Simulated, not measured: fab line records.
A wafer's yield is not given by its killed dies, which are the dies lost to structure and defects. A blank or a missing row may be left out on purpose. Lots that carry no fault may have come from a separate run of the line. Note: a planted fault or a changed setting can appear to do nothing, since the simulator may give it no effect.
Which tool did it? ; flow sky130 ; 12 lots, 36 wafers sampled, at 5 steps of a route of 708

WHAT EACH GAUGE READ, for each wafer
Not one reading of a measure or inspect step in the record can be checked against a usual standard deviation.

WHICH TOOL RAN EACH LOT (tool, then ch and the chambers of the sampled wafers, then the start)
lot;SKY_METAL3_ETCH_16;SKY_METAL5_SPUTTER_01;SKY_METAL5_SPUTTER_03;SKY_PAD_OPEN_ETCH_07;SKY_PAD_OPEN_PROBE_99
L297;rie metal-04 ch 0,1, day 38 20:13;pvd sputter-04, day 43 01:19;pvd sputter-04, day 43 01:24;rie diel-01 ch 0,3, day 45 18:29;prober-01, day 45 20:52
L298;rie metal-02 ch 0,1, day 39 01:21;pvd sputter-02, day 43 04:56;pvd sputter-02, day 43 05:00;rie diel-04 ch 2,3, day 45 23:05;prober-02, day 46 01:26
L299;rie metal-03 ch 0,1, day 39 07:20;pvd sputter-04, day 43 10:13;pvd sputter-04, day 43 10:17;rie diel-03 ch 0,2,3, day 46 05:16;prober-01, day 46 07:35
L300;rie metal-03 ch 0,1, day 40 08:02;pvd sputter-04, day 44 11:37;pvd sputter-04, day 44 11:41;rie diel-03 ch 0,3, day 47 03:32;prober-02, day 47 06:02
L303;rie metal-04 ch 0,1, day 41 13:37;pvd sputter-04, day 45 15:37;pvd sputter-04, day 45 15:42;rie diel-04 ch 0,1,3, day 48 04:59;prober-01, day 48 07:53
L306;rie metal-04 ch 1, day 41 14:02;pvd sputter-02, day 45 16:02;pvd sputter-02, day 45 16:06;rie diel-03 ch 1,2,3, day 48 06:50;prober-02, day 48 09:33
L307;rie metal-03 ch 0,1, day 41 23:31;pvd sputter-01, day 45 21:35;pvd sputter-01, day 45 21:40;rie diel-01 ch 0,1,2, day 48 10:23;prober-01, day 48 12:43
L308;rie metal-02 ch 0,1, day 42 10:59;pvd sputter-01, day 46 10:07;pvd sputter-01, day 46 10:12;rie diel-04 ch 1,2, day 48 22:40;prober-02, day 49 01:19
L310;rie metal-02 ch 0,1, day 42 17:50;pvd sputter-02, day 46 15:28;pvd sputter-02, day 46 15:32;rie diel-04 ch 1,2,3, day 49 02:16;prober-02, day 49 05:04
L311;rie metal-03 ch 0,1, day 43 01:01;pvd sputter-04, day 46 20:07;pvd sputter-04, day 46 20:12;rie diel-03 ch 1,2, day 49 06:52;prober-01, day 49 09:42
L312;rie metal-04 ch 0,1, day 43 10:54;pvd sputter-01, day 47 08:12;pvd sputter-01, day 47 08:17;rie diel-03 ch 0,1,2, day 49 17:02;prober-02, day 49 19:38
L318;rie metal-03 ch 0,1, day 44 18:03;pvd sputter-04, day 48 10:34;pvd sputter-04, day 48 10:38;rie diel-04 ch 0,1,2, day 50 15:53;prober-02, day 50 18:16
- SKY_METAL3_ETCH_16: etches BARC in N2/H2, stops on SiO2, time 88.2 s, target depth 60 nm.
- SKY_METAL5_SPUTTER_01: material TiN, target thk 20 nm, time 16.7 s.
- SKY_METAL5_SPUTTER_03: material Ti, target thk 5 nm, time 3.3 s.
- SKY_PAD_OPEN_ETCH_07: etches the open film in CF4/O2, stops on AlCu, target depth 725 nm, time 161.1 s.
- SKY_PAD_OPEN_PROBE_99

WHAT THE TOOLS THEMSELVES READ (means of the sampled wafers that have a number; where no wafer has one, the mark that the record gives instead)
SKY_METAL3_ETCH_16.
lot;tool;drypump motor current A (A);oes product au (a.u.);rf fwd power W (W);throttle valve pct (%)
L297;rie metal-04;6.0;0.623;499.1;13.196
L298;rie metal-02;5.9;0.627;497.7;13.207
L299;rie metal-03;5.3;0.620;498.4;13.205
L300;rie metal-03;5.3;0.622;498.4;13.216
L303;rie metal-04;6.2;0.628;498.6;13.201
L306;rie metal-04;6.5;0.624;497.4;13.203
L307;rie metal-03;5.6;0.627;497.0;13.204
L308;rie metal-02;5.6;0.624;499.8;13.208
L310;rie metal-02;5.6;0.630;499.0;13.205
L311;rie metal-03;5.3;0.627;497.9;13.206
L312;rie metal-04;6.0;0.624;497.4;13.200
L318;rie metal-03;5.6;0.621;498.1;13.207

SKY_METAL5_SPUTTER_01.
lot;tool;throttle valve pct (%)
L297;pvd sputter-04;30.1
L298;pvd sputter-02;29.8
L299;pvd sputter-04;30.5
L300;pvd sputter-04;30.2
L303;pvd sputter-04;30.4
L306;pvd sputter-02;29.8
L307;pvd sputter-01;30.5
L308;pvd sputter-01;30.8
L310;pvd sputter-02;29.4
L311;pvd sputter-04;30.0
L312;pvd sputter-01;30.9
L318;pvd sputter-04;30.2

SKY_METAL5_SPUTTER_03.
lot;tool;throttle valve pct (%)
L297;pvd sputter-04;30.2
L298;pvd sputter-02;29.7
L299;pvd sputter-04;30.7
L300;pvd sputter-04;30.3
L303;pvd sputter-04;30.4
L306;pvd sputter-02;29.6
L307;pvd sputter-01;30.3
L308;pvd sputter-01;30.6
L310;pvd sputter-02;29.6
L311;pvd sputter-04;29.8
L312;pvd sputter-01;30.8
L318;pvd sputter-04;30.1

SKY_PAD_OPEN_ETCH_07.
lot;tool;drypump motor current A (A);oes product au (a.u.);rf fwd power W (W);throttle valve pct (%)
L297;rie diel-01;5.6;0.981;795.8;5.965
L298;rie diel-04;5.8;0.988;792.3;5.976
L299;rie diel-03;5.9;0.979;797.4;5.970
L300;rie diel-03;6.0;0.984;793.8;5.964
L303;rie diel-04;5.2;0.977;797.3;5.963
L306;rie diel-03;5.8;0.978;796.5;5.956
L307;rie diel-01;5.8;0.975;795.8;5.962
L308;rie diel-04;5.9;0.975;793.9;5.961
L310;rie diel-04;5.6;0.969;795.1;5.960
L311;rie diel-03;5.8;0.914;665.9;5.942
L312;rie diel-03;6.0;0.918;669.9;5.955
L318;rie diel-04;5.5;0.980;795.2;5.973

SKY_PAD_OPEN_PROBE_99.
lot;tool;defect limited yield (%);killed_at_M0_to_M3;killed_at_M4_up;killed at contacts;killed at front end;killed at other;killed dies;killed open;killed short
L297;prober-01;85.0;35;1.3;26;12;0.0;74;43;30
L298;prober-02;82.9;41;3.7;24;15;0.3;84;53;31
L299;prober-01;81.0;48;3.7;27;14;0.0;93;51;43
L300;prober-02;82.5;42;2.3;23;18;0.7;86;42;44
L303;prober-01;80.6;52;4.0;24;15;0.0;95;48;47
L306;prober-02;80.6;48;1.7;30;15;0.3;95;54;42
L307;prober-01;82.5;46;2.7;23;15;0.0;86;52;34
L308;prober-02;82.1;46;4.0;21;16;0.0;88;48;40
L310;prober-02;83.4;43;2.3;24;13;0.0;82;50;30
L311;prober-01;81.2;47;3.0;28;14;0.3;92;49;43
L312;prober-02;82.2;43;3.0;26;16;0.0;88;47;41
L318;prober-02;81.4;43;6.0;25;17;0.7;92;47;45

THE ANSWER, worked out from the rows above alone
Rule: the usual values come from the lots themselves. The widest of any qualifying gaps counts: lots, ordered by their means at a reading, are off when they make up no more than a third of the lots, leave a main group of 4 or more, and stand apart from it by 3 or more times the standard deviation of that group's means. Not used: any main group whose means are identical at the precision the tables above print for the reading. A lot without any number at a reading at which 4 lots or more have one is off too. Where the step has rows for the other lots, those lots are counted as sound. Order of review: gauges by route order, followed by the tools' own readings, for which a lot's mean as printed above is used. At the first step where some lot is off, the reading lying furthest off is the one used; lots without a number count as furthest.
Off: L311, L312, at SKY_PAD_OPEN_ETCH_07 (rf fwd power W). Mean 795.3 W and standard deviation 1.5 in the main group.
A tool fits if, at that step or a process step before it, it ran every lot that is off, and no sound lot after the first of them. One candidate fits, namely rie diel-03 at SKY_PAD_OPEN_ETCH_07. A fault onset in the window from L306 (day 48 06:50, its last sound lot) to L311 (day 49 06:52, its first lot off) fits.
The tool's own readings at SKY_PAD_OPEN_ETCH_07 bear it out: on the lots that are off they differ by more than 5 times the standard deviation of the sound lots' means. oes product au reads 0.916 a.u. there against 0.979 a.u. on the sound lots; rf fwd power W reads 667.9 W there against 795.3 W on the sound lots.

WHAT THE SIMULATOR HAD PUT IN
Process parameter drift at SKY_PAD_OPEN_ETCH_07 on rie diel-03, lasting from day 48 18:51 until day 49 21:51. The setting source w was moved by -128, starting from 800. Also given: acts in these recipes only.
Shown lots that were struck: L311, L312. This agrees with what the rule above found.
